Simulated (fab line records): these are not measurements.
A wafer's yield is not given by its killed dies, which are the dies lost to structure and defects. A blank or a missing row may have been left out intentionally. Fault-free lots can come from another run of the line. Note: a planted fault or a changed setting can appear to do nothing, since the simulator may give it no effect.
Chamber matching || flow gf180mcu || 4 sister chambers for GF_POLY_GATE_ETCH_13 on rie_si-02
The step etches poly-Si in HBr/Cl2, stops on SiO2, target depth 198.5 nm, time 69.6 s. 4 wafers are shown with their chamber, then 7 later ones without.

WAFERS WITH THEIR CHAMBER
{"wafer": "L082.3", "chamber": 1, "drypump_motor_current_A (A)": 5.8}
{"wafer": "L083.2", "chamber": 0, "drypump_motor_current_A (A)": 5.7}
{"wafer": "L084.1", "chamber": 2, "drypump_motor_current_A (A)": 6.4}
{"wafer": "L084.3", "chamber": 3, "drypump_motor_current_A (A)": 6.7}

WAFERS WHOSE CHAMBER IS MISSING
{"wafer": "L084.6", "drypump_motor_current_A (A)": 5.7}
{"wafer": "L086.1", "drypump_motor_current_A (A)": 6.5}
{"wafer": "L086.2", "drypump_motor_current_A (A)": 5.7}
{"wafer": "L086.6", "drypump_motor_current_A (A)": 6.5}
{"wafer": "L094.2", "drypump_motor_current_A (A)": 5.8}
{"wafer": "L094.3", "drypump_motor_current_A (A)": 5.8}
{"wafer": "L094.6", "drypump_motor_current_A (A)": 5.8}

THE CHAMBER EACH PASSED THROUGH
{"wafer": "L084.6", "from the rows above": "can't be placed: 0 or 1", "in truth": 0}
{"wafer": "L086.1", "from the rows above": "can't be placed: 2 or 3", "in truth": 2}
{"wafer": "L086.2", "from the rows above": "can't be placed: 0 or 1", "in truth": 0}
{"wafer": "L086.6", "from the rows above": "can't be placed: 2 or 3", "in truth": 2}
{"wafer": "L094.2", "from the rows above": "can't be placed: 1 or 0", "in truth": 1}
{"wafer": "L094.3", "from the rows above": "can't be placed: 1 or 0", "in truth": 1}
{"wafer": "L094.6", "from the rows above": "can't be placed: 1 or 0", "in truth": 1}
Placed correctly: 0 of 7. Cannot be placed on the basis of these rows: 7; the candidates contain the true chamber in 7. Placed wrongly: 0.
How it was worked out, from the rows above alone: a wafer's distance from a chamber is the root of the sum, over the readings, of the square of ((its reading less the chamber's mean) divided by the reading's scatter). The wafer belongs to the nearest chamber; if the next one is less than 2 further off, it can't be placed. A chamber's mean is the mean of its shown wafers. The scatter: with one shown wafer a chamber, the root of the mean of the squares of how far each hidden wafer lies from its nearest shown one.
